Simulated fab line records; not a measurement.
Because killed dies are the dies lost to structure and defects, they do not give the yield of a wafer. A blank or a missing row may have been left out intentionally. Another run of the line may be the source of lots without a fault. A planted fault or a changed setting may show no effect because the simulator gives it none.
Which tool was responsible?	flow gf180mcu	13 lots, 39 wafers sampled, at 3 steps of a route of 602

## WHAT THE GAUGES READ, wafer by wafer
GF_M5_OVL_MEAS_08. Usual: M5_OVL gives -3 nm (standard deviation 5.1).
lot	measured	on	M5_OVL (nm)	flag
L507	day 26 03:40	overlay-02	-8 -3 -3	
L508	day 26 09:19	overlay-01	0 7 -3	
L509	day 27 07:50	overlay-02	-8 -6 -4	
L510	day 27 09:07	overlay-01	-2 -4 -4	
L511	day 27 12:20	overlay-02	2 -2 -4	
L513	day 28 02:28	overlay-01	0 8 2	
L519	day 30 04:46	overlay-02	0 5 -4	
L520	day 30 13:20	overlay-02	-4 3 1	
L522	day 30 23:14	overlay-01	1 1 0	
L523	day 31 08:40	overlay-01	-4 -1 -9	
L525	day 31 18:16	overlay-02	-2 -9 -12	
L529	day 32 14:58	overlay-02	-15 -3 -8	
L530	day 32 20:49	overlay-01	-3 -6 -6	

GF_V5_THK_MEAS_01. Usual: V5_CVD_00_THK gives 302 nm (standard deviation 3.2).
lot	measured	on	V5_CVD_00_THK (nm)	flag
L507	day 26 04:26	film-metro-02	302 299 301	
L508	day 26 10:05	film-metro-03	299 302 296	
L509	day 27 08:44	film-metro-03	302 300 305	
L510	day 27 10:01	film-metro-03	299 300 302	
L511	day 27 13:15	film-metro-02	302 307 307	
L513	day 28 03:16	film-metro-02	301 299 299	
L519	day 30 05:33	film-metro-02	301 300 300	
L520	day 30 14:07	film-metro-03	302 304 300	
L522	day 31 00:05	film-metro-04	300 302 298	
L523	day 31 09:51	film-metro-03	308 301 307	
L525	day 31 19:34	film-metro-03	302 306 301	
L529	day 32 15:50	film-metro-03	304 302 311	
L530	day 32 21:36	film-metro-02	298 302 304	

## WHICH TOOL RAN EACH LOT (tool, then ch and the chambers of the sampled wafers, then the start)
lot	GF_MIM_CVD_05
L507	pecvd-02 ch 0,1,2, day 24 07:31
L508	pecvd-02 ch 0,1, day 24 13:41
L509	pecvd-02 ch 1,2, day 25 13:45
L510	pecvd-01 ch 1,2, day 25 14:07
L511	pecvd-01 ch 0,1, day 25 18:24
L513	pecvd-04 ch 1,2, day 26 09:57
L519	pecvd-02 ch 1,2, day 28 14:58
L520	pecvd-01 ch 0,1, day 28 22:45
L522	pecvd-01 ch 0,1,2, day 29 09:00
L523	pecvd-04 ch 0,2, day 29 20:27
L525	pecvd-02 ch 0,1, day 30 06:23
L529	pecvd-01 ch 0,1,2, day 31 03:52
L530	pecvd-02 ch 0,1, day 31 11:15
- GF_MIM_CVD_05: deposits Si3N4, target thk 42 nm, time 29.086 s.

## AS READ BY THE TOOLS THEMSELVES (means over the sampled wafers that have a number; for cases with no such wafer, the mark the record gives instead)
GF_MIM_CVD_05. Usual: heater-power-w 648 W, standard deviation 78.
lot	tool	heater-power-w (W)	flag
L507	pecvd-02	613	
L508	pecvd-02	665	
L509	pecvd-02	689	
L510	pecvd-01	703	
L511	pecvd-01	715	
L513	pecvd-04	598	
L519	pecvd-02	690	
L520	pecvd-01	716	
L522	pecvd-01	663	
L523	pecvd-04	523	
L525	pecvd-02	676	
L529	pecvd-01	679	
L530	pecvd-02	735	

## THE ANSWER, worked out from the rows above alone
Rule: a lot is off if the mean of its wafers that have a number lies more than 3 standard deviations from the usual mean. A lot without any number at a reading at which 4 lots or more have one is off too. All remaining lots with rows at the step are treated as sound. First the gauges in route order, then the tools' own readings, where a lot's mean is used as printed above. At the first step where some lot is off, the reading lying furthest off is the one used; lots without a number count as furthest.
No lot is off at any reading shown: from this, nothing can be told.

## WHAT WAS PUT IN BY THE SIMULATOR
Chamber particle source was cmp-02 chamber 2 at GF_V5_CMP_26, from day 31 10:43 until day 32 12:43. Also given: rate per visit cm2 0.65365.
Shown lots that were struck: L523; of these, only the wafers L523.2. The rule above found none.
